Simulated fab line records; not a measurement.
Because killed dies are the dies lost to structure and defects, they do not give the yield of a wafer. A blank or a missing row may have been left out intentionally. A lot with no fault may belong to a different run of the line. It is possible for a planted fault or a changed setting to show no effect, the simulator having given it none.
fab line records	flow gf180mcu
[record] lots = 14	wafers = 42	last_day = 34
route steps=602 shown STI@1 NWELL@52 LVPWELL@65
lots that met no fault: from a run of the same line without faults
start_h: hours from the record's first day to the start of the lot's first wafer shown	wait_h: time in hours since the lot's previous step	" identical to the entry in the row above	L1.1+2: a single row standing in for several wafers	- either no value or no given start	* or withheld: withheld	< > ~ a bound
route shown NAME@n: a module of which the file shows steps, and the number in the route of the first	usual: mean/standard deviation taken from wafers without a fault	same: alike in all rows	chamber/n: place in a boat	sites: readings site by site	_std_site: the values' standard deviation	_edge_site: inner sites' mean taken away from outer sites' mean	radius_mm: for every site, how far away it sits from the centre of the wafer	mask NAME#n: copy n	behind: the most recent tool/chamber to have shaped the wafer	hold: what put the lot on hold/how long, in hours/how the hold closed	device: the transistor (n, p or np) that didn't switch	end of line: tests of these same wafers at the route's end	a step with no rows: only its recipe	killed: dies lost to structure and defects at the first sort, not the wafer's yield	map: per-die view of a wafer (x killed, . not killed, _ where there is no die)
set.NAME: setting as actually run; set.NAME@STEP: the setting as run at that earlier step	model.NAME: the simulator's own value behind a step, which no gauge read
one table for each step of the route and one row for each wafer, over a sample of lots
services: the hour from which a tool's chamber was out of use, counted from the record's first day as start_h (under 0 if before that day), plus the number of hours and why
[[steps]]
[step GF_STI_BOW_MEAS_00]
[recipe] mode = bow
[usual] INCOMING_BOW = -1/5.7
lot.wafer	tool	chamber	start_h	wait_h	INCOMING_BOW[um]
L915.3	film_metro-04	-	10.04	-	1
L915.4	"	-	"	"	7
L915.6	"	-	"	"	1
L916.3	film_metro-01	-	15.04	-	1
L916.4	"	-	"	"	-2
L916.5	"	-	"	"	8
L917.1	film_metro-04	-	20.00	-	1
L917.3	"	-	"	"	5
L917.4	"	-	"	"	4
L918.1	film_metro-02	-	25.00	-	-3
L918.3	"	-	"	"	-5
L918.6	"	-	"	"	1
L919.2	film_metro-02	-	30.02	-	-5
L919.3	"	-	"	"	-1
L919.4	"	-	"	"	-10
L920.3	film_metro-01	-	35.04	-	1
L920.5	"	-	"	"	-4
L920.6	"	-	"	"	0
L923.1	film_metro-01	-	50.03	-	-7
L923.2	"	-	"	"	-1
L923.3	"	-	"	"	-2
L924.3	film_metro-01	-	55.04	-	-3
L924.5	"	-	"	"	3
L924.6	"	-	"	"	6
L930.2	film_metro-01	-	85.02	-	-5
L930.5	"	-	"	"	1
L930.6	"	-	"	"	6
L934.3	film_metro-02	-	105.04	-	7
L934.4	"	-	"	"	10
L934.6	"	-	"	"	-1
L935.3	film_metro-04	-	110.04	-	3
L935.4	"	-	"	"	-8
L935.5	"	-	"	"	-2
L936.2	film_metro-04	-	115.02	-	2
L936.3	"	-	"	"	-2
L936.4	"	-	"	"	-5
L937.2	film_metro-01	-	120.02	-	2
L937.3	"	-	"	"	-17
L937.4	"	-	"	"	5
L938.1	film_metro-04	-	125.00	-	0
L938.2	"	-	"	"	2
L938.6	"	-	"	"	5
[step GF_STI_CVD_23]
[recipe] material = SiO2	target_thk_nm = 650	sigma_open_frac = 0.3	time_s = 108.3	temp_c = 600	sih4_flow_sccm = 60	pressure_mtorr = 6
lot.wafer	tool	chamber	start_h	wait_h
L915.3+4+6	hdpcvd-01	2,1,2	26.48	0.0
L916.3+4+5	hdpcvd-02	0,1,0	33.61	0.1
L917.1+3+4	hdpcvd-01	2,1,0	38.47	0.1
L918.1+3+6	hdpcvd-01	2,1,0	42.47	0.1
L919.2+3+4	hdpcvd-01	2,1,0	50.58	0.0
L920.3+5+6	hdpcvd-01	0,2,0	54.13	0.0
L923.1+2+3	hdpcvd-01	0,2,1	70.76	0.1
L924.3+5+6	hdpcvd-01	2,2,0	74.78	0.0
L930.2+5+6	hdpcvd-02	0,1,0	108.33	0.0
L934.3+4+6	hdpcvd-02	1,2,2	126.10	0.1
L935.3+4+5	hdpcvd-02	2,1,2	130.87	0.1
L936.2+3+4	hdpcvd-02	1,1,2	136.17	0.0
L937.2+3+4	hdpcvd-02	2,1,2	140.07	0.0
L938.1+2+6	hdpcvd-01	2,0,1	147.26	0.1
[step GF_STI_THK_MEAS_24]
[recipe] reads = SiO2_of_STI_CVD_23
[usual] STI_CVD_23_THK = 647/5.6
lot.wafer	tool	chamber	start_h	wait_h	STI_CVD_23_THK[nm]
L915.3	film_metro-02	-	26.58	0.1	643
L915.4	"	-	"	"	650
L915.6	"	-	"	"	641
L916.3	film_metro-01	-	33.71	0.1	641
L916.4	"	-	"	"	646
L916.5	"	-	"	"	639
L917.1	film_metro-02	-	38.55	0.0	648
L917.3	"	-	"	"	644
L917.4	"	-	"	"	646
L918.1	film_metro-01	-	42.55	0.0	643
L918.3	"	-	"	"	646
L918.6	"	-	"	"	640
L919.2	film_metro-04	-	50.67	0.0	649
L919.3	"	-	"	"	648
L919.4	"	-	"	"	636
L920.3	film_metro-01	-	54.23	0.1	604
L920.5	"	-	"	"	640
L920.6	"	-	"	"	602
L923.1	film_metro-02	-	70.84	0.0	647
L923.2	"	-	"	"	639
L923.3	"	-	"	"	610
L924.3	film_metro-02	-	74.88	0.1	609
L924.5	"	-	"	"	645
L924.6	"	-	"	"	606
L930.2	film_metro-01	-	108.42	0.0	652
L930.5	"	-	"	"	652
L930.6	"	-	"	"	652
L934.3	film_metro-01	-	126.20	0.1	643
L934.4	"	-	"	"	644
L934.6	"	-	"	"	655
L935.3	film_metro-01	-	130.97	0.1	645
L935.4	"	-	"	"	638
L935.5	"	-	"	"	645
L936.2	film_metro-02	-	136.29	0.1	646
L936.3	"	-	"	"	642
L936.4	"	-	"	"	650
L937.2	film_metro-02	-	140.20	0.1	646
L937.3	"	-	"	"	649
L937.4	"	-	"	"	644
L938.1	film_metro-04	-	147.34	0.0	644
L938.2	"	-	"	"	645
L938.6	"	-	"	"	653
[step GF_NWELL_STRIP_10]
[recipe] chemistry = O2/N2	power_w = 1400	pressure_mtorr = 1500	platen_temp_c = 250	o2_flow_sccm = 3000	n2_flow_sccm = 300	overash_fraction = 0.5
[usual] drypump_motor_current_A = 5.4/0.38	heater_power_w = 328/21	oes_product_au = 0.722/0.0048	strip_time_to_endpoint_s = 36.93/0.11
lot.wafer	tool	chamber	start_h	wait_h	drypump_motor_current_A	heater_power_w	oes_product_au	rf_hours_counter_h	strip_time_to_endpoint_s
L915.3	plasma_asher-02	0	53.53	0.1	5.5	309	0.730	-	37.03
L915.4	"	1	"	"	6.0	336	0.722	-	36.99
L915.6	"	1	"	"	6.0	349	0.726	-	37.03
L916.3	plasma_asher-02	1	61.63	0.1	6.0	341	0.727	-	37.11
L916.4	"	0	"	"	5.6	310	0.712	-	36.99
L916.5	"	1	"	"	6.0	340	0.727	-	37.15
L917.1	plasma_asher-04	0	66.10	0.1	5.0	330	0.719	25	36.93
L917.3	"	1	"	"	5.4	351	0.720	-	37.12
L917.4	"	0	"	"	5.0	332	0.718	-	37.10
L918.1	plasma_asher-04	0	70.42	0.1	4.9	334	0.732	26	36.90
L918.3	"	1	"	"	5.4	344	0.713	-	36.81
L918.6	"	0	"	"	4.9	329	0.725	-	36.97
L919.2	plasma_asher-04	1	82.60	0.1	5.4	350	0.726	27	37.11
L919.3	"	0	"	"	5.0	331	0.722	-	37.09
L919.4	"	1	"	"	5.4	343	0.721	-	37.04
L920.3	plasma_asher-04	0	85.78	0.1	4.9	325	0.720	-	36.91
L920.5	"	1	"	"	5.4	348	0.718	-	36.96
L920.6	"	0	"	"	5.0	317	0.724	-	36.91
L923.1	plasma_asher-02	1	102.85	0.1	6.0	354	0.727	47	36.89
L923.2	"	0	"	"	5.6	306	0.731	47	36.83
L923.3	"	1	"	"	6.0	345	0.717	-	36.75
L924.3	plasma_asher-04	0	105.73	0.1	5.0	329	0.720	-	36.74
L924.5	"	1	"	"	5.4	351	0.712	-	36.84
L924.6	"	0	"	"	4.9	318	0.727	-	36.75
L930.2	plasma_asher-02	1	142.72	0.1	6.0	351	0.721	2	36.72
L930.5	"	1	"	"	6.0	355	0.716	-	36.93
L930.6	"	0	"	"	5.5	308	0.724	-	36.76
L934.3	plasma_asher-04	0	159.88	0.1	4.9	324	0.724	-	36.82
L934.4	"	1	"	"	5.4	346	0.724	-	36.85
L934.6	"	0	"	"	4.9	330	0.718	-	36.78
L935.3	plasma_asher-04	0	164.98	0.1	5.0	327	0.722	-	36.96
L935.4	"	1	"	"	5.4	354	0.731	-	36.97
L935.5	"	0	"	"	5.0	328	0.716	-	37.01
L936.2	plasma_asher-02	1	170.37	0.1	5.9	337	0.726	6	36.90
L936.3	"	1	"	"	5.9	350	0.722	-	36.89
L936.4	"	0	"	"	5.5	311	0.719	-	36.80
L937.2	plasma_asher-04	1	175.09	0.1	5.4	353	0.730	37	36.95
L937.3	"	0	"	"	5.0	328	0.715	-	36.98
L937.4	"	1	"	"	5.4	346	0.716	-	36.89
L938.1	plasma_asher-02	1	183.19	0.1	5.9	353	0.723	7	37.01
L938.2	"	0	"	"	5.6	314	0.725	7	36.96
L938.6	"	0	"	"	5.6	301	0.720	-	37.07
[step GF_LVPWELL_TW_MEAS_11]
[usual] LVPWELL_TW = 556.1/2.8
lot.wafer	tool	chamber	start_h	wait_h	LVPWELL_TW
L915.3	film_metro-03	-	67.02	0.1	559.6
L915.4	"	-	"	"	560.3
L915.6	"	-	"	"	557.5
L916.3	film_metro-03	-	74.92	0.1	554.0
L916.4	"	-	"	"	559.4
L916.5	"	-	"	"	556.1
L917.1	film_metro-04	-	79.35	0.1	557.5
L917.3	"	-	"	"	559.3
L917.4	"	-	"	"	557.9
L918.1	film_metro-04	-	83.77	0.1	557.6
L918.3	"	-	"	"	559.3
L918.6	"	-	"	"	559.6
L919.2	film_metro-03	-	96.61	0.1	553.2
L919.3	"	-	"	"	555.9
L919.4	"	-	"	"	554.4
L920.3	film_metro-02	-	99.97	0.1	552.3
L920.5	"	-	"	"	551.9
L920.6	"	-	"	"	553.0
L923.1	film_metro-03	-	117.45	0.1	555.5
L923.2	"	-	"	"	554.7
L923.3	"	-	"	"	553.0
L924.3	film_metro-02	-	120.37	0.1	557.7
L924.5	"	-	"	"	552.5
L924.6	"	-	"	"	556.7
L930.2	film_metro-03	-	158.78	0.1	559.5
L930.5	"	-	"	"	560.7
L930.6	"	-	"	"	564.6
L934.3	film_metro-02	-	176.97	0.1	553.7
L934.4	"	-	"	"	554.8
L934.6	"	-	"	"	555.9
L935.3	film_metro-02	-	181.96	0.1	555.1
L935.4	"	-	"	"	555.1
L935.5	"	-	"	"	555.0
L936.2	film_metro-03	-	187.73	0.1	555.8
L936.3	"	-	"	"	559.2
L936.4	"	-	"	"	558.1
L937.2	film_metro-04	-	193.10	0.1	555.5
L937.3	"	-	"	"	552.9
L937.4	"	-	"	"	552.1
L938.1	film_metro-03	-	200.49	0.1	557.1
L938.2	"	-	"	"	557.6
L938.6	"	-	"	"	555.5
[[services]]
tool	chamber	start_h	hours	kind
hdpcvd-02	2	32.94	6.2	repair
hdpcvd-02	-	83.61	0.8	repair
plasma_asher-02	-	108.77	9.0	pm
plasma_asher-02	0	108.77	9.0	vent_cycle
plasma_asher-02	1	108.77	9.0	vent_cycle
hdpcvd-02	0	112.38	30.3	repair
plasma_asher-02	0	117.77	-	clean
plasma_asher-02	1	117.77	-	clean
plasma_asher-04	-	148.60	1.6	repair
hdpcvd-01	-	159.21	2.8	pm
[[key]]
[first_sign] step = GF_STI_THK_MEAS_24	reading = STI_CVD_23_THK	direction = down	sigmas = 7.3	usual = 647	struck = 606
effect none on later readings
met_at GF_STI_CVD_23
struck_lots L920,L923,L924
struck_wafers L920.3,L920.6,L923.3,L924.3,L924.6
tester_left_out L920,L923,L924
not_acting_at GF_STI_BOW_MEAS_00,GF_NWELL_STRIP_10,GF_LVPWELL_TW_MEAS_11
onset_between 50.58 54.13
[fault] kind = process_parameter_drift	tool = hdpcvd-01	chamber = -	onset_h = 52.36	steps = GF_STI_CVD_23	channel = target_thk_nm	offset = -38.125	shape = step	end_h = 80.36	scope = struck_wafers_only	acts_in = these_recipes_only	stated = 650
// tester_left_out: of these lots the tester's yield and bins aren't shown, on N5 and GAA mostly nor the transistor test; their killed dies are dies lost to structure and defects alone, not to doping, threshold or leakage, so they don't give the yield
